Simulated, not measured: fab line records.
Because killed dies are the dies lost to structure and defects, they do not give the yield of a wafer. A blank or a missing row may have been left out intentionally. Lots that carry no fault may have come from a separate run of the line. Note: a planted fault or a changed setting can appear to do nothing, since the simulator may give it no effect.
Chamber matching | flow sky130 | SKY_CONTACT_CVD_00 on pecvd-04: 3 sister chambers
The step deposits Si3N4, target thk 75 nm. 6 wafers are shown with their chamber, then 7 later ones without.

== EACH WAFER AND ITS CHAMBER ==
wafer  | chamber | heater power w (W)
L317.5 | 2       | 691
L324.1 | 0       | 717
L324.2 | 2       | 784
L324.3 | 1       | 817
L326.3 | 0       | 695
L326.5 | 1       | 808

== WAFERS MISSING THEIR CHAMBER ==
wafer  | heater power w (W)
L326.6 | 687
L331.2 | 750
L331.4 | 741
L331.5 | 816
L332.1 | 757
L332.3 | 839
L332.5 | 830

== CHAMBER TAKEN BY EACH ==
wafer  | from the rows above          | in truth
L326.6 | can't be placed: 0 or 2      | 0
L331.2 | can't be placed: 2 or 0 or 1 | 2
L331.4 | can't be placed: 2 or 0 or 1 | 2
L331.5 | can't be placed: 1 or 2      | 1
L332.1 | can't be placed: 2 or 0 or 1 | 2
L332.3 | can't be placed: 1 or 2      | 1
L332.5 | can't be placed: 1 or 2      | 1
Correct placement for 0 of the 7. These rows do not allow placing 7 (true chamber among the candidates in 7). 0 placed wrongly.
How it was worked out, from the rows above alone: a wafer's distance from a chamber is the root of the sum, over the readings, of the square of ((its reading less the chamber's mean) divided by the reading's scatter). If the next closest chamber is less than 2 further off than the closest, the wafer can't be placed; otherwise it belongs to the closest. The mean given for a chamber averages the wafers shown for that chamber. The scatter is the square root of a quotient: the sum, over the shown wafers, of each reading's squared deviation from its chamber's mean, divided by wafers minus chambers.
